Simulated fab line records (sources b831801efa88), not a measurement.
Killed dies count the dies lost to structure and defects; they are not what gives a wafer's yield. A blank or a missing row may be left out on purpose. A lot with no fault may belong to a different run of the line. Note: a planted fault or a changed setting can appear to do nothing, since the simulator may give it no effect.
What tool caused it? + flow gf180mcu + 13 lots, 38 wafers sampled, at 2 steps of a route of 602

== WHAT THE GAUGES SHOWED, per wafer ==
GF_V1_THK_MEAS_03. Usual: V1_CVD_02_THK 854 nm, standard deviation 11.
| lot  | measured     | on           | V1_CVD_02_THK (nm) | flag |
|------|--------------|--------------|--------------------|------|
| L299 | day 18 08:12 | filmMetro-01 | 843 856 863        |      |
| L300 | day 18 12:02 | filmMetro-02 | 835 847 849        |      |
| L302 | day 18 22:55 | filmMetro-01 | 846 856 848        |      |
| L303 | day 19 13:10 | filmMetro-02 | 846 859 874        |      |
| L304 | day 20 04:34 | filmMetro-03 | 847 856            |      |
| L305 | day 20 07:46 | filmMetro-03 | 848 857 857        |      |
| L307 | day 20 22:35 | filmMetro-02 | 834 831 848        |      |
| L309 | day 21 18:32 | filmMetro-02 | 846 845 860        |      |
| L312 | day 22 16:49 | filmMetro-03 | 857 848 857        |      |
| L315 | day 23 21:46 | filmMetro-01 | 863 869 877        |      |
| L317 | day 24 05:01 | filmMetro-01 | 858 856 870        |      |
| L318 | day 24 15:29 | filmMetro-03 | 858 858 872        |      |
| L320 | day 25 06:11 | filmMetro-03 | 841 867 862        |      |

== WHAT TOOL EACH LOT RAN ON (gives the tool, then ch and the chambers of the sampled wafers, and finally the start) ==
| lot  | GF_M1_METAL_ETCH_16              |
|------|----------------------------------|
| L299 | rieMetal-01 ch 0, day 18 07:13   |
| L300 | rieMetal-02 ch 0,1, day 18 11:10 |
| L302 | rieMetal-03 ch 0,1, day 18 22:03 |
| L303 | rieMetal-01 ch 0,1, day 19 12:17 |
| L304 | rieMetal-01 ch 0,1, day 20 03:41 |
| L305 | rieMetal-03 ch 0,1, day 20 06:55 |
| L307 | rieMetal-02 ch 0,1, day 20 21:43 |
| L309 | rieMetal-03 ch 0,1, day 21 17:32 |
| L312 | rieMetal-01 ch 0,1, day 22 15:56 |
| L315 | rieMetal-03 ch 1, day 23 20:53   |
| L317 | rieMetal-01 ch 0,1, day 24 04:08 |
| L318 | rieMetal-03 ch 0,1, day 24 14:37 |
| L320 | rieMetal-02 ch 0,1, day 25 05:21 |
- GF_M1_METAL_ETCH_16: etches the open film in Cl2/BCl3, stops on SiO2, target depth 750.8 nm, time 125.1 s.

== AS READ BY THE TOOLS THEMSELVES (means over the sampled wafers that have a number; for cases with no such wafer, the mark the record gives instead) ==
GF_M1_METAL_ETCH_16. Usual: bcl3FlowSccm 40.01 sccm, standard deviation 0.12; drypumpMotorCurrentA 5.7 A, standard deviation 0.51; oesProductAu 0.988 a.u., standard deviation 0.0089; throttleValvePct 28.231 %, standard deviation 0.012.
| lot  | tool        | bcl3FlowSccm (sccm) | drypumpMotorCurrentA (A) | oesProductAu (a.u.) | throttleValvePct (%) | flag |
|------|-------------|---------------------|--------------------------|---------------------|----------------------|------|
| L299 | rieMetal-01 | 40.09               | 5.8                      | 1.000               | 28.221               |      |
| L300 | rieMetal-02 | 40.03               | 6.2                      | 0.977               | 28.243               |      |
| L302 | rieMetal-03 | 40.21               | 5.9                      | 0.993               | 28.233               |      |
| L303 | rieMetal-01 | 39.81               | 5.7                      | 0.989               | 28.227               |      |
| L304 | rieMetal-01 | 40.09               | 5.7                      | 0.990               | 28.233               |      |
| L305 | rieMetal-03 | 39.94               | 5.9                      | 0.991               | 28.224               |      |
| L307 | rieMetal-02 | 39.99               | 5.9                      | 0.980               | 28.243               |      |
| L309 | rieMetal-03 | 39.86               | 5.9                      | 0.997               | 28.219               |      |
| L312 | rieMetal-01 | 39.95               | 5.7                      | 0.993               | 28.227               |      |
| L315 | rieMetal-03 | 39.96               | 4.9                      | 0.988               | 28.221               |      |
| L317 | rieMetal-01 | 40.05               | 5.7                      | 0.993               | 28.226               |      |
| L318 | rieMetal-03 | 40.06               | 5.4                      | 0.993               | 28.228               |      |
| L320 | rieMetal-02 | 39.99               | 6.0                      | 0.976               | 28.240               |      |

== THE ANSWER, worked out from the rows above alone ==
Rule: a lot is off if the mean of its wafers that have a number lies more than 3 standard deviations from the usual mean. A lot without any number at a reading at which 4 lots or more have one is off too. Any other lot the step has rows for is counted as sound. The gauges are gone through in route order, then the tools' own readings, and for those a lot's mean is taken as printed above. The first step at which some lot is off is used, and at that step the reading that is off furthest; a lot without a number counts as furthest.
No lot is off on any of the readings shown, so nothing can be concluded from this.

== WHAT THE SIMULATOR PUT IN ==
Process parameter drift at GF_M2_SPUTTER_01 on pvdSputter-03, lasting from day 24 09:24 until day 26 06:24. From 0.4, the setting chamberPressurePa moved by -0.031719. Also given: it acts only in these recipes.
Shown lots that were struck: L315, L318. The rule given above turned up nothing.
